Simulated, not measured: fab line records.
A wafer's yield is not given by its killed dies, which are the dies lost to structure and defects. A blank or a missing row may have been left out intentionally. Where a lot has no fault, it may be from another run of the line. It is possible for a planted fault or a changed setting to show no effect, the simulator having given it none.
Which tool was responsible? | flow gf180mcu | 36 wafers from 12 lots sampled at 5 of the route's 602 steps

WHAT EACH GAUGE READ, for each wafer
GF_TOP_METAL_RS_MEAS_05: a four-point-probe measurement.
lot  | measured     | on            | TOP_METAL_ALCU_RS (ohm/sq)
L367 | day 27 22:03 | film metro-02 | 0.0329 0.0324 0.0328
L369 | day 28 10:33 | film metro-01 | 0.0325 0.0327 0.0323
L370 | day 28 23:16 | film metro-02 | 0.0327 0.0327 0.0329
L376 | day 30 17:47 | film metro-01 | 0.0326 0.0324 0.0322
L377 | day 30 20:15 | film metro-02 | 0.0331 0.0330 0.0331
L380 | day 31 15:01 | film metro-02 | 0.0332 0.0329 0.0325
L383 | day 32 15:37 | film metro-03 | 0.0331 0.0328 0.0327
L384 | day 33 00:14 | film metro-01 | 0.0333 0.0335 0.0335
L385 | day 33 05:01 | film metro-02 | 0.0324 0.0324 0.0325
L386 | day 33 09:31 | film metro-02 | 0.0328 0.0327 0.0325
L387 | day 33 13:17 | film metro-03 | 0.0332 0.0333 0.0331
L389 | day 34 00:08 | film metro-01 | 0.0324 0.0324 0.0325

GF_TOP_METAL_THK_MEAS_06: measures by xrf.
lot  | measured     | on            | TOP_METAL_ALCU_THK (nm)
L367 | day 27 22:10 | film metro-02 | 913 922 909
L369 | day 28 10:40 | film metro-01 | 914 905 917
L370 | day 28 23:23 | film metro-02 | 910 918 910
L376 | day 30 17:53 | film metro-01 | 911 916 920
L377 | day 30 20:22 | film metro-02 | 902 910 906
L380 | day 31 15:07 | film metro-02 | 901 903 917
L383 | day 32 15:43 | film metro-03 | 896 906 909
L384 | day 33 00:21 | film metro-01 | 888 887 884
L385 | day 33 05:07 | film metro-02 | 923 925 922
L386 | day 33 09:37 | film metro-02 | 906 909 915
L387 | day 33 13:23 | film metro-03 | 896 892 898
L389 | day 34 00:15 | film metro-01 | 921 920 919

GF_PASSIVATION_THK_MEAS_01.
lot  | measured     | on            | PASSIVATION_CVD_00_THK (nm)
L367 | day 28 19:14 | film metro-03 | 1005 1008 1006
L369 | day 29 07:32 | film metro-01 | 997 1014 1016
L370 | day 29 19:34 | film metro-01 | 1007 990 1020
L376 | day 31 12:33 | film metro-04 | 1006 1004 1036
L377 | day 31 14:53 | film metro-03 | 995 947 1014
L380 | day 32 08:59 | film metro-01 | 927 1005 1014
L383 | day 33 08:51 | film metro-01 | 988 1005 1009
L384 | day 33 17:10 | film metro-01 | 998 1007 1009
L385 | day 33 20:56 | film metro-01 | 975 1001 1001
L386 | day 34 02:08 | film metro-04 | 981 1014 989
L387 | day 34 05:18 | film metro-03 | 1010 1021 1003
L389 | day 34 16:32 | film metro-03 | 996 994 1014

WHAT TOOL EACH LOT RAN ON (gives the tool, then ch and the chambers of the sampled wafers, and finally the start)
lot  | GF_V5_CMP_04                  | GF_PASSIVATION_CVD_00
L367 | cmp-02 ch 0,3, day 26 23:55   | pecvd-01 ch 1,2, day 28 19:08
L369 | cmp-02 ch 1,2, day 27 12:05   | pecvd-02 ch 0,1,2, day 29 07:28
L370 | cmp-02 ch 0,1,3, day 28 01:49 | pecvd-02 ch 0,1, day 29 19:29
L376 | cmp-02 ch 1,2,3, day 29 21:08 | pecvd-03 ch 0,1, day 31 12:27
L377 | cmp-02 ch 0,1, day 29 23:47   | pecvd-02 ch 0,1, day 31 14:48
L380 | cmp-01 ch 0,3, day 30 19:39   | pecvd-02 ch 0,1,2, day 32 08:54
L383 | cmp-02 ch 0,2,3, day 31 19:37 | pecvd-03 ch 0,1,2, day 33 08:45
L384 | cmp-02 ch 0,3, day 32 06:05   | pecvd-01 ch 0,1,2, day 33 17:05
L385 | cmp-02 ch 0,1, day 32 11:45   | pecvd-03 ch 0,1,2, day 33 20:50
L386 | cmp-02 ch 0,1,3, day 32 15:30 | pecvd-03 ch 0,1,2, day 34 02:02
L387 | cmp-02 ch 0,1,3, day 32 19:17 | pecvd-03 ch 0,1, day 34 05:13
L389 | cmp-02 ch 0,1, day 33 06:15   | pecvd-01 ch 1,2, day 34 16:27
- GF_V5_CMP_04: polishes SiO2.
- GF_PASSIVATION_CVD_00: deposits SiO2 from TEOS, target thk 1000 nm, time 111.95 s.

WHAT THE TOOLS THEMSELVES READ (means of the sampled wafers that have a number; where no wafer has one, the mark that the record gives instead)
GF_V5_CMP_04.
lot  | tool   | motor current A (A) | retaining ring pressure frac | slurry filter dp kPa (kPa) | slurry flow ml min
L367 | cmp-02 | 10.5                | 0.997                        | 13.49                      | 150.2
L369 | cmp-02 | 12.3                | 1.001                        | 13.58                      | 149.9
L370 | cmp-02 | 10.9                | 1.003                        | 13.40                      | 149.8
L376 | cmp-02 | 11.7                | 0.996                        | 13.53                      | 150.5
L377 | cmp-02 | 12.0                | 1.001                        | 13.55                      | 150.1
L380 | cmp-01 | 11.4                | 0.994                        | 13.66                      | 150.4
L383 | cmp-02 | 11.5                | 1.003                        | 13.41                      | 149.8
L384 | cmp-02 | 10.7                | 1.003                        | 13.38                      | 149.7
L385 | cmp-02 | 11.6                | 0.996                        | 13.41                      | 150.2
L386 | cmp-02 | 11.0                | 0.998                        | 13.55                      | 149.9
L387 | cmp-02 | 11.0                | 1.002                        | 13.51                      | 150.2
L389 | cmp-02 | 10.7                | 0.997                        | 13.44                      | 150.2

GF_PASSIVATION_CVD_00.
lot  | tool     | heater power w (W) | susceptor temp C (C)
L367 | pecvd-01 | 659                | 399.91
L369 | pecvd-02 | 807                | 400.07
L370 | pecvd-02 | 817                | 400.46
L376 | pecvd-03 | 670                | 399.91
L377 | pecvd-02 | 812                | 399.98
L380 | pecvd-02 | 742                | 400.00
L383 | pecvd-03 | 610                | 400.04
L384 | pecvd-01 | 690                | 399.93
L385 | pecvd-03 | 664                | 399.97
L386 | pecvd-03 | 631                | 400.17
L387 | pecvd-03 | 672                | 399.72
L389 | pecvd-01 | 641                | 400.00

THE ANSWER, worked out from the rows above alone
Rule: the usual values come from the lots themselves. Put in order of their means at a reading, lots are off if they are a third of the lots or fewer, leave a main group of 4 or more, and stand apart from it by a gap of 3 or more times the standard deviation of the main group's means; of several such gaps the widest counts. If all means in a main group match to the digits the tables above print for the reading, that group is not used. Also off: a lot with no number at a reading for which 4 or more lots have one. All remaining lots with rows at the step are treated as sound. The gauges are gone through in route order, then the tools' own readings, and for those a lot's mean is taken as printed above. At the first step where some lot is off, the reading lying furthest off is the one used; lots without a number count as furthest.
None of the lots is off at any reading shown; this tells nothing.

WHAT WAS PUT IN BY THE SIMULATOR
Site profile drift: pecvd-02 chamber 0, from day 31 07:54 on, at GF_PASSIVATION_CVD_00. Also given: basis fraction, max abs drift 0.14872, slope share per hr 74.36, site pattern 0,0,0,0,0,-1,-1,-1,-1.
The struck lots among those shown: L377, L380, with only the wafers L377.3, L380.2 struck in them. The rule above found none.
